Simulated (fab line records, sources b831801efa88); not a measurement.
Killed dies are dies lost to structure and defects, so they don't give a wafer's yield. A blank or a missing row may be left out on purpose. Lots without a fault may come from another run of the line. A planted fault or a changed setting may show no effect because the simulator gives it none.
Chamber matching | flow sky130 | SKY_LI_CONTACT_CMP_02 on cmp-01: 4 sister chambers
The step polishes PSG. 4 wafers are shown with their chamber, then 8 later ones without.

WAFERS WITH THEIR CHAMBER
wafer  | chamber | motor_current_A (A)
L983.1 | 3       | 12.2
L983.2 | 1       | 11.2
L983.4 | 2       | 9.1
L984.1 | 0       | 12.2

WAFERS WITHOUT THEIR CHAMBER
wafer  | motor_current_A (A)
L984.4 | 13.1
L984.6 | 13.4
L986.2 | 9.4
L986.3 | 12.3
L986.4 | 12.9
L987.3 | 11.0
L987.4 | 8.7
L987.5 | 11.1

WHICH CHAMBER EACH WENT THROUGH
wafer  | from the rows above          | in truth
L984.4 | can't be placed: 0 or 3 or 1 | 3
L984.6 | can't be placed: 0 or 3 or 1 | 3
L986.2 | 2                            | 2
L986.3 | can't be placed: 0 or 3 or 1 | 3
L986.4 | can't be placed: 0 or 3 or 1 | 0
L987.3 | can't be placed: 1 or 0 or 3 | 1
L987.4 | 2                            | 2
L987.5 | can't be placed: 1 or 0 or 3 | 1
Placed correctly: 2 of 8. Can't be placed from these rows: 6 (the true chamber is among the candidates in 6). Placed wrongly: 0.
How it was worked out, from the rows above alone: a wafer's distance from a chamber is the root of the sum, over the readings, of the square of ((its reading less the chamber's mean) divided by the reading's scatter). The wafer belongs to the nearest chamber; if the next one is less than 2 further off, it can't be placed. A chamber's mean is the mean of its shown wafers. The scatter: with one shown wafer a chamber, the root of the mean of the squares of how far each hidden wafer lies from its nearest shown one.
